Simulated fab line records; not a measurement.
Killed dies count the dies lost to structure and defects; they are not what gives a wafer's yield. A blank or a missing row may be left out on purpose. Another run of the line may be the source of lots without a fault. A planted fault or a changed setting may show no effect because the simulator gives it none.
Which of the tools did it?	flow gf180mcu	14 lots, 42 wafers sampled, at 4 steps of a route of 602

## WHAT THE GAUGES READ, wafer by wafer
GF_STI_THK_MEAS_24. Usual: STI_CVD_23_THK 651 nm, standard deviation 5.8.
lot	measured	on	STI_CVD_23_THK (nm)	flag
L323	day 2 03:47	film_metro-04	644 649 644	
L324	day 2 08:58	film_metro-04	645 651 657	
L325	day 2 13:47	film_metro-02	653 657 658	
L326	day 2 18:47	film_metro-04	656 657 654	
L328	day 3 05:01	film_metro-02	647 646 653	
L329	day 3 11:17	film_metro-03	658 654 654	
L330	day 3 17:41	film_metro-04	643 638 647	
L331	day 3 20:50	film_metro-02	652 655 647	
L334	day 4 12:18	film_metro-03	650 637 643	
L335	day 4 17:47	film_metro-03	653 648 647	
L336	day 4 23:37	film_metro-03	645 650 655	
L337	day 5 03:39	film_metro-02	647 641 639	
L345	day 6 20:28	film_metro-03	662 650 657	
L346	day 7 01:56	film_metro-02	651 661 652	

GF_MVPSD_OVL_MEAS_07. Usual: MVPSD_OVL 0.5 nm, standard deviation 1.2.
lot	measured	on	MVPSD_OVL (nm)	flag
L323	day 4 22:38	overlay-02	-2.3 -0.8 1.1	
L324	day 5 06:21	overlay-02	-1.0 0.2 0.0	
L325	day 5 11:59	overlay-01	0.9 0.5 0.5	
L326	day 5 19:05	overlay-02	1.0 0.5 2.5	
L328	day 6 06:39	overlay-02	2.1 1.9 0.4	
L329	day 6 12:18	overlay-02	-0.9 -0.3 0.0	
L330	day 6 18:52	overlay-02	2.5 1.2 2.3	
L331	day 6 22:39	overlay-02	-0.6 -1.5 -0.4	
L334	day 7 17:14	overlay-02	0.9 0.3 0.3	
L335	day 8 01:05	overlay-02	0.5 1.0 0.1	
L336	day 8 07:46	overlay-01	1.5 2.1 2.5	
L337	day 8 11:33	overlay-02	0.2 1.2 0.9	
L345	day 10 13:11	overlay-01	-1.1 -1.5 -0.1	
L346	day 10 18:32	overlay-02	3.0 1.5 1.3	

GF_PSD_CD_MEAS_07: target cd 400 nm. Usual: cd_nm reads 400.5 nm (standard deviation 2.3).
lot	measured	on	cd_nm (nm)	flag
L323	day 14 01:32	cd_sem-01	398.6 400.8 400.3	
L324	day 14 14:52	cd_sem-01	402.3 399.9 402.3	
L325	day 15 00:30	cd_sem-01	401.6 403.0 402.5	
L326	day 15 06:17	cd_sem-02	397.2 399.5 399.6	
L328	day 16 01:01	cd_sem-02	395.9 396.3 398.1	
L329	day 16 09:36	cd_sem-02	397.4 399.6 398.5	
L330	day 16 20:02	cd_sem-01	398.5 398.0 399.1	
L331	day 17 01:23	cd_sem-01	398.5 398.6 398.2	
L334	day 18 03:08	cd_sem-01	399.6 397.9 397.8	
L335	day 18 11:29	cd_sem-01	397.8 398.5 397.1	
L336	day 18 17:32	cd_sem-01	399.4 400.1 399.4	
L337	day 19 01:42	cd_sem-02	401.9 403.1 403.3	
L345	day 21 23:10	cd_sem-02	400.6 400.9 402.8	
L346	day 22 03:41	cd_sem-01	405.2 401.9 404.3	

## WHAT TOOL EACH LOT RAN ON (gives the tool, then ch and the chambers of the sampled wafers, and finally the start)
lot	GF_DUAL_GATE_OXIDATION_15
L323	furnace-02 ch 0, day 8 06:54
L324	furnace-01 ch 0, day 8 15:55
L325	furnace-02 ch 0, day 8 23:28
L326	furnace-01 ch 0, day 9 06:45
L328	furnace-01 ch 0, day 9 21:10
L329	furnace-02 ch 0, day 10 04:07
L330	furnace-01 ch 0, day 10 11:13
L331	furnace-01 ch 0, day 10 13:54
L334	furnace-02 ch 0, day 11 13:01
L335	furnace-01 ch 0, day 11 20:19
L336	furnace-01 ch 0, day 12 02:31
L337	furnace-01 ch 0, day 12 07:31
L345	furnace-02 ch 0, day 14 17:57
L346	furnace-02 ch 0, day 14 22:36
- GF_DUAL_GATE_OXIDATION_15: stabilise 600 s, purge 300 s, target thk 7.098 nm.

## WHAT THE TOOLS THEMSELVES READ (means of the sampled wafers that have a number; where no wafer has one, the mark that the record gives instead)
GF_DUAL_GATE_OXIDATION_15. Usual: spike_tc_centre_C 851.5 C, standard deviation 0.99; spike_tc_top_C 867.5 C, standard deviation 1.5; spike_tc_upper_C 850.1 C, standard deviation 0.94; zone_power_centre_pct 17.71 %, standard deviation 0.27; zone_power_top_pct 31.8 %, standard deviation 2.1; zone_power_upper_pct 15.8 %, standard deviation 1.5.
lot	tool	spike_tc_centre_C (C)	spike_tc_top_C (C)	spike_tc_upper_C (C)	zone_power_centre_pct (%)	zone_power_top_pct (%)	zone_power_upper_pct (%)	flag
L323	furnace-02	851.1	865.8	850.0	17.92	34.5	17.6	
L324	furnace-01	851.5	867.6	850.0	17.60	30.3	14.7	
L325	furnace-02	852.8	865.9	850.3	17.90	34.7	17.7	
L326	furnace-01	851.7	867.7	851.3	17.31	30.4	14.6	
L328	furnace-01	850.9	868.0	850.2	17.59	30.2	14.5	
L329	furnace-02	851.9	866.3	849.5	18.01	34.4	17.8	
L330	furnace-01	851.3	869.5	849.3	17.47	30.0	14.6	
L331	furnace-01	851.4	868.6	849.6	17.53	30.1	14.6	
L334	furnace-02	851.4	865.4	850.4	17.92	34.4	17.6	
L335	furnace-01	851.2	868.1	850.9	17.59	30.2	14.6	
L336	furnace-01	851.7	869.7	849.5	17.26	30.0	14.5	
L337	furnace-01	850.9	868.0	850.5	17.66	30.4	14.6	
L345	furnace-02	855.0	872.2	814.0	24.31	42.9	3.4	OFF
L346	furnace-02	856.8	872.2	813.2	24.04	42.5	3.4	OFF

## THE ANSWER, worked out from the rows above alone
Rule: take the mean of a lot's wafers that have a number; if it is more than 3 standard deviations from the usual mean, the lot is off. Also off: a lot with no number at a reading for which 4 or more lots have one. The other lots that the step has rows for count as sound. After the gauges, taken in route order, come the tools' own readings; for these a lot's mean is taken, as printed above. At the first step where some lot is off, the reading lying furthest off is the one used; lots without a number count as furthest.
Off, at GF_DUAL_GATE_OXIDATION_15 on spike_tc_upper_C: L345, L346.
If a tool, at that step or one of the process steps before it, ran each lot that is off and ran no sound lot following the first of them, it fits. One fits: furnace-02 at GF_DUAL_GATE_OXIDATION_15. A fault onset in the window from L334 (day 11 13:01, its last sound lot) to L345 (day 14 17:57, its first lot off) fits.
The tool's own readings at GF_DUAL_GATE_OXIDATION_15 bear it out: on the lots that are off they differ by more than 5 times the standard deviation of the sound lots' means. spike_tc_centre_C reads 855.9 C there against 851.5 C on the sound lots; spike_tc_upper_C reads 813.6 C there against 850.1 C on the sound lots; zone_power_centre_pct reads 24.17 % there against 17.65 % on the sound lots; zone_power_top_pct reads 42.7 % there against 31.6 % on the sound lots; zone_power_upper_pct reads 3.4 % there against 15.6 % on the sound lots.

## WHAT THE SIMULATOR HAD INSERTED
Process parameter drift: furnace-02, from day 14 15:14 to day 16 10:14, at GF_DUAL_GATE_OXIDATION_15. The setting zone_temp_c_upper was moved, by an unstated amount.
Shown lots that were struck: L345, L346. The same result came from the rule above.
